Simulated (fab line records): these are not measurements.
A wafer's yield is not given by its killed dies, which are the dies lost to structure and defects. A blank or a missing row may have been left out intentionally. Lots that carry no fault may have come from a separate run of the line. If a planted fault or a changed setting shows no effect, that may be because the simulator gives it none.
fab line records    flow gf180mcu
[record] lots = 12  wafers = 36  lastDay = 34
route steps=602 shown HV_LDD@195 SAB@277 SALICIDE@281 M1@317
lots with no fault: from the same line, run without faults
startH: hours from the record's opening day to when the first of the lot's shown wafers began    waitH: hours elapsed since this lot's preceding step    " the same as in the row above    L1.1+2: a single row standing in for several wafers    - value missing, or start not given    * or withheld: withheld    < > ~ a bound
route shown NAME@n: names a module that has steps shown in the file, with the first one's number in the route    usual: mean and standard deviation over wafers with no fault    same: alike in all rows    chamber/n: place in a boat    sites: the reading at each site    _std_site: their standard deviation    _edge_site: outer sites' mean less inner sites'    radiusMm: how far each site lies from the wafer's centre    mask NAME#n: copy n    behind: the tool/chamber that last shaped the wafer    hold: why the lot went on hold/how many hours it stayed there/how the hold came to an end    device: the n, p or np transistor that did not switch    end of line: at the end of the route, the tests of the same wafers    for a step that has no rows: nothing shown but its recipe    killed: the dies lost at the first sort to structure and to defects; this is not the yield of the wafer    map: a wafer's dies, x killed, . not, _ none there
set.NAME: the run value of the setting; set.NAME@STEP: its run value at that earlier step    model.NAME: the simulator's own value behind a step, which no gauge read
the route's steps for a sample of lots (tables are steps, rows are wafers)
services: the hour from which a tool's chamber was out of use, counted from the record's first day as startH (under 0 if before that day), plus the number of hours and why
[[steps]]
[step GF_HV_LDD_CD_MEAS_19]
[recipe] targetCdNm = 400
[usual] cdNm = 399.6/2.5
lot.wafer  tool      chamber  startH  waitH  cdNm
L173.1     cdSem-01  -        235.70  0.1    399.9
L173.3     "         -        "       "      399.9
L173.5     "         -        "       "      398.8
L175.1     cdSem-02  -        250.95  0.1    400.0
L175.2     "         -        "       "      399.3
L175.3     "         -        "       "      399.9
L176.4     cdSem-01  -        256.33  0.1    402.3
L176.5     "         -        "       "      402.2
L176.6     "         -        "       "      402.8
L178.2     cdSem-01  -        275.74  0.1    398.1
L178.3     "         -        "       "      398.2
L178.5     "         -        "       "      396.5
L179.1     cdSem-02  -        282.97  0.1    401.2
L179.3     "         -        "       "      402.4
L179.5     "         -        "       "      402.2
L180.1     cdSem-01  -        288.02  0.1    397.2
L180.2     "         -        "       "      396.2
L180.4     "         -        "       "      398.1
L181.1     cdSem-02  -        298.41  0.1    402.5
L181.4     "         -        "       "      401.9
L181.5     "         -        "       "      403.4
L182.1     cdSem-02  -        301.17  0.1    400.3
L182.2     "         -        "       "      400.0
L182.5     "         -        "       "      400.3
L183.2     cdSem-02  -        312.54  0.1    401.2
L183.5     "         -        "       "      403.1
L183.6     "         -        "       "      403.3
L190.1     cdSem-02  -        365.92  0.1    399.8
L190.5     "         -        "       "      399.7
L190.6     "         -        "       "      399.8
L191.3     cdSem-01  -        376.40  0.1    396.4
L191.4     "         -        "       "      398.0
L191.5     "         -        "       "      398.2
L195.2     cdSem-02  -        406.09  0.1    396.3
L195.3     "         -        "       "      395.8
L195.5     "         -        "       "      396.9
[step GF_SAB_STRIP_13]
[recipe] chemistry = O2/N2  powerW = 1400  pressureMtorr = 1500  platenTempC = 250  o2FlowSccm = 3000  n2FlowSccm = 300  overashFraction = 0.5
[usual] drypumpMotorCurrentA = 5.66/0.28  heaterPowerW = 322/15  oesProductAu = 0.710/0.0045  stripTimeToEndpointS = 12.625/0.028
lot.wafer  tool            chamber  startH  waitH  drypumpMotorCurrentA  heaterPowerW  oesProductAu  rfHoursCounterH  stripTimeToEndpointS
L173.1     plasmaAsher-02  1        338.78  0.0    5.88                  314           0.715         70               12.638
L173.3     "               0        "       "      5.97                  343           0.709         -                12.638
L173.5     "               1        "       "      5.89                  328           0.712         -                12.642
L175.1     plasmaAsher-02  0        356.04  0.0    6.00                  337           0.703         72               12.653
L175.2     "               1        "       "      5.85                  325           0.712         72               12.668
L175.3     "               0        "       "      5.96                  340           0.703         -                12.658
L176.4     plasmaAsher-02  1        366.92  0.0    5.92                  319           0.710         -                12.648
L176.5     "               0        "       "      5.95                  337           0.710         -                12.624
L176.6     "               1        "       "      5.93                  327           0.705         -                12.609
L178.2     plasmaAsher-02  0        383.95  0.0    5.98                  337           0.716         75               12.594
L178.3     "               0        "       "      6.00                  337           0.710         -                12.589
L178.5     "               1        "       "      5.90                  327           0.706         -                12.571
L179.1     plasmaAsher-04  0        393.86  0.0    5.39                  302           0.714         78               12.657
L179.3     "               0        "       "      5.39                  303           0.715         -                12.639
L179.5     "               0        "       "      5.38                  311           0.710         -                12.650
L180.1     plasmaAsher-02  0        399.69  0.0    6.02                  334           0.706         77               12.596
L180.2     "               1        "       "      5.86                  324           0.707         77               12.634
L180.4     "               0        "       "      6.00                  338           0.714         -                12.656
L181.1     plasmaAsher-02  1        411.41  0.0    5.92                  319           0.707         78               12.639
L181.4     "               1        "       "      5.89                  316           0.709         -                12.605
L181.5     "               0        "       "      5.97                  341           0.707         -                12.602
L182.1     plasmaAsher-01  1        414.14  0.0    5.62                  333           0.707         32               12.600
L182.2     "               0        "       "      5.55                  315           0.704         32               12.591
L182.5     "               0        "       "      5.54                  323           0.708         -                12.625
L183.2     plasmaAsher-02  0        427.10  0.0    6.02                  337           0.716         80               12.617
L183.5     "               1        "       "      5.89                  319           0.708         -                12.635
L183.6     "               0        "       "      6.00                  344           0.712         -                12.612
L190.1     plasmaAsher-01  1        488.80  0.0    5.63                  338           0.713         40               12.615
L190.5     "               1        "       "      5.61                  333           0.711         -                12.652
L190.6     "               0        "       "      5.55                  319           0.712         -                12.640
L191.3     plasmaAsher-01  0        499.97  0.0    5.53                  320           0.709         -                12.626
L191.4     "               1        "       "      5.62                  338           0.709         -                12.648
L191.5     "               0        "       "      5.53                  323           0.707         -                12.619
L195.2     plasmaAsher-01  0        531.30  0.0    5.50                  318           0.708         45               12.669
L195.3     "               0        "       "      5.53                  319           0.711         -                12.644
L195.5     "               1        "       "      5.64                  328           0.710         -                12.649
[step GF_SALICIDE_SPUTTER_03]
[recipe] material = TiN  targetThkNm = 20  powerW = 6500  timeS = 16.7  chamberPressurePa = 0.4
[usual] throttleValvePct = 29.5/1.1
lot.wafer  tool           chamber  startH  waitH  throttleValvePct
L173.1     pvdSputter-03  -        338.99  0.0    28.5
L173.3     "              -        "       "      30.5
L173.5     "              -        "       "      28.9
L175.1     pvdSputter-04  -        356.25  0.0    30.8
L175.2     "              -        "       "      29.5
L175.3     "              -        "       "      29.5
L176.4     pvdSputter-03  -        367.10  0.0    28.6
L176.5     "              -        "       "      28.0
L176.6     "              -        "       "      30.6
L178.2     pvdSputter-01  -        384.22  0.0    29.4
L178.3     "              -        "       "      30.9
L178.5     "              -        "       "      31.0
L179.1     pvdSputter-01  -        394.08  0.0    29.9
L179.3     "              -        "       "      30.2
L179.5     "              -        "       "      28.1
L180.1     pvdSputter-03  -        399.90  0.0    28.4
L180.2     "              -        "       "      30.9
L180.4     "              -        "       "      30.7
L181.1     pvdSputter-01  -        411.63  0.0    30.8
L181.4     "              -        "       "      29.4
L181.5     "              -        "       "      30.7
L182.1     pvdSputter-01  -        414.38  0.0    28.1
L182.2     "              -        "       "      30.2
L182.5     "              -        "       "      28.1
L183.2     pvdSputter-04  -        427.33  0.0    29.3
L183.5     "              -        "       "      29.1
L183.6     "              -        "       "      28.0
L190.1     pvdSputter-01  -        489.02  0.0    28.3
L190.5     "              -        "       "      30.9
L190.6     "              -        "       "      28.5
L191.3     pvdSputter-03  -        500.15  0.0    28.3
L191.4     "              -        "       "      30.9
L191.5     "              -        "       "      30.3
L195.2     pvdSputter-01  -        531.51  0.0    29.4
L195.3     "              -        "       "      31.0
L195.5     "              -        "       "      28.1
[step GF_SALICIDE_RS_MEAS_04]
[recipe] thkMeasGauge = four-point-probe  reads = TiN_of_SALICIDE_SPUTTER_03+Co_of_SALICIDE_SPUTTER_02
[usual] SALICIDE_TIN_RS = 16.27/0.3
lot.wafer  tool          chamber  startH  waitH  SALICIDE_TIN_RS[ohm/sq]
L173.1     filmMetro-04  -        339.02  0.0    16.48
L173.3     "             -        "       "      16.25
L173.5     "             -        "       "      16.73
L175.1     filmMetro-04  -        356.28  0.0    16.26
L175.2     "             -        "       "      16.48
L175.3     "             -        "       "      16.61
L176.4     filmMetro-03  -        367.19  0.1    16.47
L176.5     "             -        "       "      16.37
L176.6     "             -        "       "      15.93
L178.2     filmMetro-01  -        384.27  0.0    16.18
L178.3     "             -        "       "      15.91
L178.5     "             -        "       "      16.00
L179.1     filmMetro-04  -        394.10  0.0    15.81
L179.3     "             -        "       "      15.72
L179.5     "             -        "       "      15.98
L180.1     filmMetro-01  -        399.93  0.0    16.13
L180.2     "             -        "       "      15.91
L180.4     "             -        "       "      15.80
L181.1     filmMetro-03  -        411.65  0.0    16.46
L181.4     "             -        "       "      16.32
L181.5     "             -        "       "      16.09
L182.1     filmMetro-04  -        414.43  0.0    16.83
L182.2     "             -        "       "      16.57
L182.5     "             -        "       "      16.77
L183.2     filmMetro-01  -        427.38  0.0    16.17
L183.5     "             -        "       "      16.61
L183.6     "             -        "       "      16.52
L190.1     filmMetro-04  -        489.05  0.0    17.28
L190.5     "             -        "       "      17.32
L190.6     "             -        "       "      17.48
L191.3     filmMetro-04  -        500.21  0.1    17.00
L191.4     "             -        "       "      16.61
L191.5     "             -        "       "      16.51
L195.2     filmMetro-04  -        531.56  0.0    17.11
L195.3     "             -        "       "      17.21
L195.5     "             -        "       "      17.39
[step GF_SALICIDE_THK_MEAS_05]
[recipe] thkMeasGauge = xrf  reads = TiN_of_SALICIDE_SPUTTER_03
[usual] SALICIDE_TIN_THK = 20.13/0.24
lot.wafer  tool          chamber  startH  waitH  SALICIDE_TIN_THK[nm]
L173.1     filmMetro-04  -        339.14  0.1    20.18
L173.3     "             -        "       "      20.02
L173.5     "             -        "       "      19.68
L175.1     filmMetro-04  -        356.40  0.1    19.99
L175.2     "             -        "       "      20.24
L175.3     "             -        "       "      19.70
L176.4     filmMetro-03  -        367.28  0.1    20.10
L176.5     "             -        "       "      20.41
L176.6     "             -        "       "      20.17
L178.2     filmMetro-01  -        384.38  0.1    20.06
L178.3     "             -        "       "      20.22
L178.5     "             -        "       "      20.02
L179.1     filmMetro-04  -        394.22  0.1    20.20
L179.3     "             -        "       "      20.17
L179.5     "             -        "       "      19.97
L180.1     filmMetro-01  -        400.05  0.1    20.33
L180.2     "             -        "       "      20.44
L180.4     "             -        "       "      20.20
L181.1     filmMetro-03  -        411.77  0.1    20.60
L181.4     "             -        "       "      20.53
L181.5     "             -        "       "      20.64
L182.1     filmMetro-04  -        414.55  0.1    19.59
L182.2     "             -        "       "      19.71
L182.5     "             -        "       "      19.78
L183.2     filmMetro-01  -        427.49  0.1    19.97
L183.5     "             -        "       "      20.06
L183.6     "             -        "       "      20.04
L190.1     filmMetro-04  -        489.17  0.1    16.34
L190.5     "             -        "       "      16.29
L190.6     "             -        "       "      15.99
L191.3     filmMetro-04  -        500.31  0.1    19.94
L191.4     "             -        "       "      19.94
L191.5     "             -        "       "      20.00
L195.2     filmMetro-04  -        531.67  0.1    16.40
L195.3     "             -        "       "      16.33
L195.5     "             -        "       "      16.35
[step GF_M1_SPUTTER_02]
[recipe] material = AlCu  targetThkNm = 450  powerW = 10600  timeS = 23.9  chamberPressurePa = 0.4
[usual] throttleValvePct = 29.6/0.96
lot.wafer  tool           chamber  startH  waitH  throttleValvePct
L173.1     pvdSputter-04  -        362.99  0.0    28.1
L173.3     "              -        "       "      29.4
L173.5     "              -        "       "      29.6
L175.1     pvdSputter-04  -        381.27  0.0    31.0
L175.2     "              -        "       "      29.3
L175.3     "              -        "       "      29.6
L176.4     pvdSputter-04  -        391.52  0.0    30.8
L176.5     "              -        "       "      29.5
L176.6     "              -        "       "      27.8
L178.2     pvdSputter-02  -        410.58  0.0    29.7
L178.3     "              -        "       "      29.2
L178.5     "              -        "       "      29.7
L179.1     pvdSputter-03  -        420.68  0.0    27.8
L179.3     "              -        "       "      28.7
L179.5     "              -        "       "      28.1
L180.1     pvdSputter-02  -        425.22  0.0    29.3
L180.2     "              -        "       "      30.9
L180.4     "              -        "       "      29.0
L181.1     pvdSputter-02  -        437.59  0.0    29.8
L181.4     "              -        "       "      29.0
L181.5     "              -        "       "      29.3
L182.1     pvdSputter-04  -        441.14  0.0    31.1
L182.2     "              -        "       "      29.6
L182.5     "              -        "       "      30.9
L183.2     pvdSputter-03  -        453.60  0.0    30.3
L183.5     "              -        "       "      28.6
L183.6     "              -        "       "      28.2
L190.1     pvdSputter-02  -        514.70  0.0    29.1
L190.5     "              -        "       "      30.9
L190.6     "              -        "       "      29.9
L191.3     pvdSputter-04  -        525.82  0.0    29.7
L191.4     "              -        "       "      30.9
L191.5     "              -        "       "      27.9
L195.2     pvdSputter-02  -        555.96  0.0    29.7
L195.3     "              -        "       "      28.9
L195.5     "              -        "       "      29.6
[[services]]
tool            chamber  startH  hours  kind
pvdSputter-03   1        315.78  -      consumableReplace:kit
plasmaAsher-04  -        336.16  2.8    repair
plasmaAsher-04  -        338.95  14.6   pm
plasmaAsher-02  -        344.42  1.7    repair
plasmaAsher-01  -        347.28  0.7    repair
pvdSputter-02   -        365.21  6.0    repair
plasmaAsher-01  -        367.53  0.9    repair
pvdSputter-04   3        381.36  -      consumableReplace:kit
pvdSputter-04   3        381.36  18.0   scheduledDown
pvdSputter-04   3        381.36  18.0   ventCycle
pvdSputter-03   -        391.36  3.1    repair
plasmaAsher-04  -        421.25  9.0    pm
pvdSputter-03   -        445.67  4.9    repair
pvdSputter-01   -        458.66  5.6    repair
pvdSputter-02   -        475.66  2.4    repair
pvdSputter-01   -        478.68  2.0    repair
pvdSputter-02   -        479.80  1.9    repair
pvdSputter-02   -        490.24  11.6   repair
pvdSputter-01   -        490.63  29.3   repair
pvdSputter-02   -        493.61  2.9    repair
pvdSputter-04   -        496.23  25.0   repair
plasmaAsher-02  -        507.87  0.4    repair
pvdSputter-02   -        509.66  1.7    repair
pvdSputter-02   -        529.79  2.6    repair
[[key]]
[firstSign] step = GF_SALICIDE_RS_MEAS_04  reading = SALICIDE_TIN_RS  direction = up  sigmas = 3.5  usual = 16.27  struck = 17.30
[effect] step = GF_SALICIDE_THK_MEAS_05  reading = SALICIDE_TIN_THK  direction = down  sigmas = 16  usual = 20.13  struck = 16.28
metAt GF_SALICIDE_SPUTTER_03
struckLots L190,L195
testerLeftOut L190,L195
notActingAt GF_HV_LDD_CD_MEAS_19,GF_SAB_STRIP_13,GF_M1_SPUTTER_02
onsetBetween 414.38 489.02
[fault] kind = siteProfileDrift  tool = pvdSputter-01  chamber = -  onsetH = 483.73  steps = GF_SALICIDE_SPUTTER_03  basis = fraction  maxAbsDrift = 0.45048  slopeSharePerHr = 100.11  sitePattern = 0,0,0,0,0,-1,-1,-1,-1
// testerLeftOut: of these lots the tester's yield and bins aren't shown, on N5 and GAA mostly nor the transistor test; their killed dies are dies lost to structure and defects alone, not to doping, threshold or leakage, so they don't give the yield
